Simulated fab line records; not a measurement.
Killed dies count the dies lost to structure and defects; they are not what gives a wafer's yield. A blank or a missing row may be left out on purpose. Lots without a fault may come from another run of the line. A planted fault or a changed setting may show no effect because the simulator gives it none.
A single fault, viewed from 2 desks + flow sky130 + what lay behind the numbers comes last; until then each desk has only its own

== FROM THE METROLOGY DESK ==
What the gauges read, lot by lot, whatever tool the lot ran on: means of the sampled wafers that have a number. If a lot's mean is further than 4 standard deviations from the usual mean, the lot is out of limits and carries the mark OUT (the distance appears in the brackets).
Columns: A = INCOMING_BOW at SKY_FIELD_ISO_BOW_MEAS_00, usual 0 um; B = NWELL_2_TW at SKY_NWELL_TW_MEAS_26, usual 499; C = cd nm at SKY_SONOS_ONO_CD_MEAS_13, usual 410.8 nm
| lot  | first seen here | A  | B              | C     |
|------|-----------------|----|----------------|-------|
| L496 | day 1 15:00     | -7 | 496            | 411.6 |
| L497 | day 1 20:01     | 2  | 501            | 411.9 |
| L498 | day 2 01:00     | -1 | 498            | 410.0 |
| L499 | day 2 06:01     | 8  | 497            | 411.5 |
| L504 | day 3 07:02     | -3 | 476 (-6.5) OUT | 411.9 |
| L508 | day 4 03:00     | 1  | 475 (-6.9) OUT | 410.2 |
| L511 | day 4 18:00     | -4 | 501            | 408.8 |
| L512 | day 4 23:01     | -4 | 496            | 410.7 |
| L514 | day 5 09:00     | -5 | 498            | 410.7 |
| L516 | day 5 19:02     | 6  | 509            | 410.7 |
| L517 | day 6 00:02     | 2  | 499            | 408.6 |
| L518 | day 6 05:01     | 1  | 496            | 411.3 |
This desk's result: L504, L508 out of limits, first on L504 (NWELL_2_TW at SKY_NWELL_TW_MEAS_26), day 7 05:08. Within limits: L496, L497, L498, L499, L511, L512, L514, L516, L517, L518.

== AT THE TOOL OWNER'S DESK: implanter-02 ==
SKY_NWELL_IMPLANT_24, tool's own readings: per-lot mean of the sampled wafers with a number, covering each lot this tool ran. If a lot's mean is further than 4 standard deviations from the usual mean, the lot is out of limits and carries the mark OUT (the distance appears in the brackets).
Columns: A = beam on s at SKY_NWELL_IMPLANT_24, usual 9.97 s; B = faraday current uA at SKY_NWELL_IMPLANT_24, usual 52.0
| lot  | first seen here | A               | B               |
|------|-----------------|-----------------|-----------------|
| L504 | day 7 04:55     | 8.71 (-6.0) OUT | 59.3 (+6.7) OUT |
| L508 | day 8 08:07     | 8.82 (-5.5) OUT | 58.9 (+6.2) OUT |
This desk finds L504, L508 out of limits, L504 being first, at day 7 04:55 (beam on s at SKY_NWELL_IMPLANT_24). In limits: none.

== PUT TOGETHER ==
At day 7 04:55, on L504, L508, the tool owner's desk was in a position to raise an alarm.
Metrology desk: alarm possible at day 7 05:08 on L504, L508.
The lots listed all ran SKY_NWELL_IMPLANT_24 on implanter-02.

== WHAT WAS PUT IN BY THE SIMULATOR ==
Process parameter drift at SKY_NWELL_IMPLANT_24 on implanter-02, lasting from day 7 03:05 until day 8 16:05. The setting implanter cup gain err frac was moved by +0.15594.
Shown lots that were struck: L504, L508.
Hours from the fault's start to each desk's first reading out of limits: the tool owner's desk, 2; the metrology desk, 2.
